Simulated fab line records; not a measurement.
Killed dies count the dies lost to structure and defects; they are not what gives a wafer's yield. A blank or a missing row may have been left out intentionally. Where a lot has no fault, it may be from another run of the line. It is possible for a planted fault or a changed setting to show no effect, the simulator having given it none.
The tool behind it: which one?	flow sky130	24 lots, 72 wafers sampled, at 6 steps of a route of 708

== WHAT THE GAUGES READ, wafer by wafer ==
SKY_CAP2M_THK_MEAS_01. Usual: CAP2M_CVD_00_THK gives 15.40 nm (standard deviation 0.22).
lot	measured	on	CAP2M_CVD_00_THK (nm)	flag
L074	day 39 10:34	filmMetro-01	15.26 15.33 15.22	
L075	day 39 11:34	filmMetro-03	14.99 15.22 15.37	
L076	day 40 01:34	filmMetro-03	15.26 15.04 15.54	
L077	day 41 15:47	filmMetro-02	15.45 15.82 15.74	
L078	day 42 02:25	filmMetro-03	15.49 15.45 15.62	
L079	day 41 23:41	filmMetro-03	15.49 15.80 15.80	
L080	day 42 07:05	filmMetro-03	15.27 15.37 15.24	
L081	day 42 12:34	filmMetro-02	15.30 15.47 15.36	
L082	day 42 16:26	filmMetro-02	15.64 15.72 15.64	
L083	day 42 21:47	filmMetro-03	15.57 15.44 15.46	
L084	day 42 20:22	filmMetro-01	14.90 15.06 15.23	
L085	day 43 11:55	filmMetro-01	14.81 15.30 15.45	
L086	day 43 08:44	filmMetro-03	15.29 15.06 15.78	
L087	day 43 14:09	filmMetro-03	15.29 15.42 15.55	
L088	day 43 21:50	filmMetro-01	15.22 15.53 15.66	
L089	day 44 01:32	filmMetro-02	15.15 15.27 15.21	
L090	day 44 09:11	filmMetro-01	15.38 14.98 15.71	
L091	day 44 10:40	filmMetro-02	15.42 15.48 15.76	
L092	day 44 18:26	filmMetro-02	15.49 15.37 15.60	
L093	day 44 22:43	filmMetro-01	15.06 15.24 15.49	
L094	day 45 10:59	filmMetro-01	15.32 15.28 15.43	
L095	day 45 16:07	filmMetro-01	15.06 15.26 15.53	
L096	day 45 16:29	filmMetro-01	15.51 15.37 15.77	
L097	day 45 23:08	filmMetro-03	15.36 15.31 15.12	

SKY_VIA4_THK_MEAS_01. Usual: VIA4_HDPCVD_THK gives 1757 nm (standard deviation 16).
lot	measured	on	VIA4_HDPCVD_THK (nm)	flag
L074	day 41 12:08	filmMetro-03	1755 1758 1754	
L075	day 41 14:38	filmMetro-03	1748 1760 1768	
L076	day 42 03:19	filmMetro-03	1781 1759 1764	
L077	day 43 15:30	filmMetro-04	1760 1773 1756	
L078	day 44 01:16	filmMetro-03	1744 1751 1773	
L079	day 43 23:49	filmMetro-01	1773 1745 1760	
L080	day 44 06:26	filmMetro-03	1714 1742 1733	
L081	day 44 11:31	filmMetro-03	1772 1745 1780	
L082	day 44 15:35	filmMetro-03	1764 1750 1738	
L083	day 44 20:21	filmMetro-04	1756 1755 1729	
L084	day 44 18:49	filmMetro-04	1747 1716 1719	
L085	day 45 10:16	filmMetro-03	1768 1783 1755	
L086	day 45 06:47	filmMetro-01	1769 1757 1772	
L087	day 45 11:38	filmMetro-03	1761 1737 1752	
L088	day 45 19:37	filmMetro-03	1763 1771 1777	
L089	day 45 22:41	filmMetro-04	1760 1760 1750	
L090	day 46 05:46	filmMetro-03	1776 1757 1779	
L091	day 46 06:46	filmMetro-04	1764 1799 1772	
L092	day 46 13:02	filmMetro-04	1785 1800 1780	
L093	day 46 18:12	filmMetro-04	1723 1733 1727	
L094	day 47 05:51	filmMetro-03	1759 1764 1741	
L095	day 47 11:20	filmMetro-04	1761 1743 1750	
L096	day 47 11:38	filmMetro-04	1757 1757 1752	
L097	day 47 18:55	filmMetro-04	1749 1730 1749	

== TOOL THAT RAN EACH LOT (tool first, then ch and the chambers of the sampled wafers, then the start) ==
lot	SKY_FIELD_ISO_ETCH_15	SKY_VT_ADJUST_HVTR_STRIP_10	SKY_POLY_GATE_ETCH_15	SKY_CAPM_METAL_ETCH_13
L074	rieDiel-01 ch 0,2,3, day 2 05:37	plasmaAsher-02 ch 0,1, day 9 05:20	rieDiel-04 ch 1,2,3, day 15 23:42	rieMetal-02 ch 1, day 37 03:15
L075	rieDiel-02 ch 0,1, day 2 09:08	plasmaAsher-01 ch 0,1, day 9 13:35	rieDiel-03 ch 1,3, day 16 08:05	rieMetal-01 ch 0,1, day 37 05:21
L076	rieDiel-04 ch 0,2, day 2 14:05	plasmaAsher-02 ch 0,1, day 9 20:58	rieDiel-01 ch 0,2, day 16 18:57	rieMetal-02 ch 0,1, day 37 19:42
L077	rieDiel-04 ch 0,2, day 2 20:44	plasmaAsher-04 ch 0,1, day 11 09:39	rieDiel-03 ch 0,2,3, day 18 13:19	rieMetal-01 ch 0,1, day 39 10:41
L078	rieDiel-02 ch 0,3, day 3 01:49	plasmaAsher-01 ch 0,1, day 11 20:58	rieDiel-03 ch 1,2,3, day 19 08:25	rieMetal-01 ch 1, day 39 22:29
L079	rieDiel-04 ch 0,3, day 3 05:40	plasmaAsher-02 ch 0, day 11 18:47	rieDiel-01 ch 1,2, day 19 02:54	rieMetal-04 ch 0, day 39 19:17
L080	rieDiel-01 ch 1,2,3, day 3 12:13	plasmaAsher-04 ch 0,1, day 12 02:47	rieDiel-04 ch 1,2,3, day 19 11:33	rieMetal-01 ch 1, day 40 02:52
L081	rieDiel-04 ch 1,2,3, day 3 18:44	plasmaAsher-02 ch 0,1, day 12 09:02	rieDiel-04 ch 0,2,3, day 19 20:42	rieMetal-01 ch 0, day 40 08:47
L082	rieDiel-02 ch 0,1,3, day 4 04:47	plasmaAsher-01 ch 0,1, day 12 13:40	rieDiel-04 ch 1,3, day 20 02:37	rieMetal-02 ch 0,1, day 40 12:40
L083	rieDiel-04 ch 0,1,3, day 4 04:58	plasmaAsher-02 ch 0,1, day 12 14:43	rieDiel-01 ch 0,2,3, day 20 05:31	rieMetal-02 ch 0,1, day 40 18:26
L084	rieDiel-02 ch 0,1,2, day 4 10:45	plasmaAsher-02 ch 0,1, day 12 16:04	rieDiel-04 ch 1,3, day 20 04:49	rieMetal-04 ch 0,1, day 40 17:50
L085	rieDiel-04 ch 0,2,3, day 4 23:49	plasmaAsher-02 ch 0,1, day 13 08:25	rieDiel-01 ch 0,1,2, day 21 04:55	rieMetal-04 ch 0,1, day 41 07:55
L086	rieDiel-02 ch 2,3, day 5 00:02	plasmaAsher-04 ch 0,1, day 13 06:41	rieDiel-04 ch 1,2,3, day 21 00:18	rieMetal-02 ch 0,1, day 41 06:10
L087	rieDiel-02 ch 1,3, day 5 03:35	plasmaAsher-04 ch 0,1, day 13 14:37	rieDiel-01 ch 1,2,3, day 21 08:48	rieMetal-01 ch 0,1, day 41 11:30
L088	rieDiel-04 ch 0,1,3, day 5 07:23	plasmaAsher-01 ch 0,1, day 13 18:46	rieDiel-01 ch 0,1,3, day 21 15:52	rieMetal-01 ch 0,1, day 41 20:23
L089	rieDiel-01 ch 1,2,3, day 5 13:18	plasmaAsher-04 ch 0,1, day 14 07:28	rieDiel-01 ch 1,2, day 22 00:01	rieMetal-02 ch 0,1, day 41 23:44
L090	rieDiel-02 ch 0,1,2, day 5 15:44	plasmaAsher-02 ch 0,1, day 14 08:43	rieDiel-01 ch 1,2,3, day 22 04:27	rieMetal-02 ch 0,1, day 42 07:55
L091	rieDiel-01 ch 0,1,2, day 5 21:01	plasmaAsher-02 ch 1, day 14 14:23	rieDiel-04 ch 0,1,3, day 22 11:39	rieMetal-04 ch 0, day 42 09:20
L092	rieDiel-01 ch 2,3, day 6 04:05	plasmaAsher-01 ch 0, day 14 23:23	rieDiel-01 ch 1,2,3, day 22 20:58	rieMetal-01 ch 0,1, day 42 16:38
L093	rieDiel-02 ch 0,1,2, day 6 07:50	plasmaAsher-04 ch 0,1, day 15 02:32	rieDiel-01 ch 0,1, day 23 03:43	rieMetal-02 ch 0,1, day 42 22:30
L094	rieDiel-04 ch 0,3, day 6 13:56	plasmaAsher-01 ch 0,1, day 15 18:59	rieDiel-01 ch 1,3, day 23 19:18	rieMetal-01 ch 0,1, day 43 10:34
L095	rieDiel-04 ch 0,1,3, day 6 17:19	plasmaAsher-01 ch 1, day 16 02:08	rieDiel-03 ch 0,1,2, day 24 02:42	rieMetal-02 ch 1, day 43 15:57
L096	rieDiel-02 ch 0,3, day 6 23:50	plasmaAsher-01 ch 0,1, day 16 06:29	rieDiel-03 ch 0,1,2, day 24 06:16	rieMetal-04 ch 0,1, day 43 18:06
L097	rieDiel-01 ch 0,2,3, day 7 05:50	plasmaAsher-04 ch 0,1, day 16 11:16	rieDiel-01 ch 0,1,3, day 24 16:25	rieMetal-04 ch 0,1, day 44 00:14
- SKY_FIELD_ISO_ETCH_15: etches the open film in CHF3/O2, stops on Si, target depth 180 nm, time 72 s.
- SKY_VT_ADJUST_HVTR_STRIP_10: strips in O2/N2.
- SKY_POLY_GATE_ETCH_15: etches BARC in N2/H2, stops on SiO2, time 118.5 s, target depth 110 nm.
- SKY_CAPM_METAL_ETCH_13: etches TiN in Cl2/BCl3, stops on SiO2, target depth 220 nm, time 62.9 s.

== AS READ BY THE TOOLS THEMSELVES (means over the sampled wafers that have a number; for cases with no such wafer, the mark the record gives instead) ==
SKY_FIELD_ISO_ETCH_15. Usual: chamberPressureMTorr 40.00 mTorr, standard deviation 0.037; drypumpMotorCurrentA 5.9 A, standard deviation 0.51; oesProductAu 0.946 a.u., standard deviation 0.0074; throttleValvePct 8.844 %, standard deviation 0.0092.
lot	tool	chamberPressureMTorr (mTorr)	drypumpMotorCurrentA (A)	oesProductAu (a.u.)	throttleValvePct (%)	flag
L074	rieDiel-01	39.98	5.3	0.950	8.848	
L075	rieDiel-02	39.98	6.2	0.952	8.850	
L076	rieDiel-04	40.02	5.6	0.942	8.847	
L077	rieDiel-04	39.96	5.6	0.943	8.839	
L078	rieDiel-02	39.99	6.0	0.933	8.841	
L079	rieDiel-04	39.99	6.1	0.946	8.849	
L080	rieDiel-01	39.99	5.7	0.936	8.845	
L081	rieDiel-04	39.98	6.0	0.952	8.843	
L082	rieDiel-02	40.01	6.2	0.946	8.837	
L083	rieDiel-04	39.99	6.1	0.941	8.839	
L084	rieDiel-02	39.98	6.2	0.938	8.839	
L085	rieDiel-04	39.99	5.8	0.944	8.848	
L086	rieDiel-02	40.04	6.4	0.946	8.850	
L087	rieDiel-02	40.03	6.5	0.946	8.844	
L088	rieDiel-04	39.98	6.1	0.962	8.843	
L089	rieDiel-01	40.01	5.7	0.946	8.847	
L090	rieDiel-02	40.00	6.2	0.940	8.838	
L091	rieDiel-01	40.02	5.2	0.947	8.841	
L092	rieDiel-01	40.00	5.4	0.947	8.842	
L093	rieDiel-02	39.99	6.1	0.949	8.850	
L094	rieDiel-04	40.00	6.1	0.950	8.845	
L095	rieDiel-04	39.98	6.1	0.951	8.848	
L096	rieDiel-02	40.00	6.0	0.950	8.853	
L097	rieDiel-01	40.03	5.3	0.942	8.839	

SKY_VT_ADJUST_HVTR_STRIP_10. Usual: chamberPressureMTorr 1500.0 mTorr, standard deviation 1.4; drypumpMotorCurrentA 5.7 A, standard deviation 0.5; o2FlowSccm 2998 sccm, standard deviation 9.5; oesProductAu 0.715 a.u., standard deviation 0.0043; stripTimeToEndpointS 14.21 s, standard deviation 0.042.
lot	tool	chamberPressureMTorr (mTorr)	drypumpMotorCurrentA (A)	o2FlowSccm (sccm)	oesProductAu (a.u.)	stripTimeToEndpointS (s)	flag
L074	plasmaAsher-02	1499.2	6.2	3000	0.714	14.22	
L075	plasmaAsher-01	1500.4	5.7	3003	0.713	14.28	
L076	plasmaAsher-02	1498.5	6.1	3005	0.716	14.16	
L077	plasmaAsher-04	1499.9	5.4	2994	0.716	14.17	
L078	plasmaAsher-01	1499.7	5.3	3000	0.717	14.21	
L079	plasmaAsher-02	1499.9	5.9	2999	0.716	14.17	
L080	plasmaAsher-04	1500.0	5.5	2999	0.716	14.22	
L081	plasmaAsher-02	1499.2	6.1	3001	0.716	14.16	
L082	plasmaAsher-01	1501.6	5.7	2998	0.714	14.21	
L083	plasmaAsher-02	1500.5	6.1	2994	0.718	14.22	
L084	plasmaAsher-02	1500.4	6.2	2994	0.713	14.18	
L085	plasmaAsher-02	1500.2	6.2	3003	0.711	14.25	
L086	plasmaAsher-04	1500.7	5.5	2995	0.713	14.28	
L087	plasmaAsher-04	1500.3	5.4	3003	0.715	14.26	
L088	plasmaAsher-01	1500.0	5.7	3002	0.714	14.17	
L089	plasmaAsher-04	1499.1	5.4	3000	0.715	14.21	
L090	plasmaAsher-02	1500.8	6.1	2996	0.715	14.27	
L091	plasmaAsher-02	1500.6	6.4	2998	0.711	14.23	
L092	plasmaAsher-01	1499.3	6.0	3003	0.714	14.17	
L093	plasmaAsher-04	1499.9	5.4	2983	0.720	14.18	
L094	plasmaAsher-01	1499.5	5.3	3003	0.717	14.19	
L095	plasmaAsher-01	1500.1	4.9	2994	0.716	14.27	
L096	plasmaAsher-01	1498.7	5.6	3007	0.715	14.18	
L097	plasmaAsher-04	1501.3	5.4	2998	0.716	14.21	

SKY_POLY_GATE_ETCH_15. Usual: chamberPressureMTorr 30.00 mTorr, standard deviation 0.03; drypumpMotorCurrentA 5.6 A, standard deviation 0.56; oesProductAu 0.716 a.u., standard deviation 0.0047; throttleValvePct 13.213 %, standard deviation 0.0091.
lot	tool	chamberPressureMTorr (mTorr)	drypumpMotorCurrentA (A)	oesProductAu (a.u.)	throttleValvePct (%)	flag
L074	rieDiel-04	30.00	6.0	0.712	13.212	
L075	rieDiel-03	29.99	5.2	0.721	13.217	
L076	rieDiel-01	30.02	4.9	0.715	13.215	
L077	rieDiel-03	30.01	5.1	0.724	13.207	
L078	rieDiel-03	30.01	5.4	0.716	13.214	
L079	rieDiel-01	30.02	5.6	0.717	13.217	
L080	rieDiel-04	29.99	6.0	0.718	13.221	
L081	rieDiel-04	29.97	5.8	0.712	13.216	
L082	rieDiel-04	29.98	6.3	0.712	13.214	
L083	rieDiel-01	30.00	5.3	0.718	13.214	
L084	rieDiel-04	29.98	6.2	0.720	13.215	
L085	rieDiel-01	30.02	5.2	0.716	13.219	
L086	rieDiel-04	30.02	6.0	0.716	13.215	
L087	rieDiel-01	30.03	5.7	0.717	13.210	
L088	rieDiel-01	30.01	5.7	0.714	13.211	
L089	rieDiel-01	29.98	5.6	0.719	13.205	
L090	rieDiel-01	30.01	5.7	0.718	13.206	
L091	rieDiel-04	30.00	6.1	0.717	13.211	
L092	rieDiel-01	29.99	5.7	0.718	13.202	
L093	rieDiel-01	30.01	5.2	0.721	13.213	
L094	rieDiel-01	30.00	6.2	0.711	13.206	
L095	rieDiel-03	29.99	5.5	0.719	13.211	
L096	rieDiel-03	29.98	5.5	0.715	13.215	
L097	rieDiel-01	29.98	5.7	0.717	13.208	

SKY_CAPM_METAL_ETCH_13. Usual: chamberPressureMTorr 10.000 mTorr, standard deviation 0.01; drypumpMotorCurrentA 5.4 A, standard deviation 0.39; oesProductAu 0.940 a.u., standard deviation 0.0078; throttleValvePct 21.902 %, standard deviation 0.0096.
lot	tool	chamberPressureMTorr (mTorr)	drypumpMotorCurrentA (A)	oesProductAu (a.u.)	throttleValvePct (%)	flag
L074	rieMetal-02	10.004	5.6	0.929	21.913	
L075	rieMetal-01	9.993	4.9	0.941	21.904	
L076	rieMetal-02	10.005	5.5	0.927	21.907	
L077	rieMetal-01	10.007	5.1	0.946	21.906	
L078	rieMetal-01	10.008	4.7	0.933	21.912	
L079	rieMetal-04	9.994	5.9	0.940	21.900	
L080	rieMetal-01	9.996	4.7	0.943	21.897	
L081	rieMetal-01	9.991	5.3	0.933	21.902	
L082	rieMetal-02	9.999	5.6	0.949	21.903	
L083	rieMetal-02	9.999	5.6	0.947	21.880	
L084	rieMetal-04	9.997	5.5	0.941	21.906	
L085	rieMetal-04	10.002	5.5	0.950	21.902	
L086	rieMetal-02	10.004	5.6	0.942	21.908	
L087	rieMetal-01	10.006	5.1	0.938	21.895	
L088	rieMetal-01	10.008	4.9	0.942	21.897	
L089	rieMetal-02	10.006	5.6	0.930	21.899	
L090	rieMetal-02	9.994	5.6	0.936	21.899	
L091	rieMetal-04	10.003	5.9	0.941	21.907	
L092	rieMetal-01	10.002	4.9	0.944	21.900	
L093	rieMetal-02	9.999	5.6	0.937	21.901	
L094	rieMetal-01	9.999	5.1	0.936	21.906	
L095	rieMetal-02	9.995	5.7	0.939	21.908	
L096	rieMetal-04	10.002	5.4	0.952	21.890	
L097	rieMetal-04	10.002	5.5	0.939	21.908	

== THE ANSWER, worked out from the rows above alone ==
Rule: lot off if the mean of its wafers having a number is beyond 3 standard deviations from the usual mean. A lot without any number at a reading at which 4 lots or more have one is off too. The other lots that the step has rows for count as sound. Order of review: gauges by route order, followed by the tools' own readings, for which a lot's mean as printed above is used. At the first step where some lot is off, the reading lying furthest off is the one used; lots without a number count as furthest.
No lot is off on any of the readings shown, so nothing can be concluded from this.

== WHAT THE SIMULATOR HAD INSERTED ==
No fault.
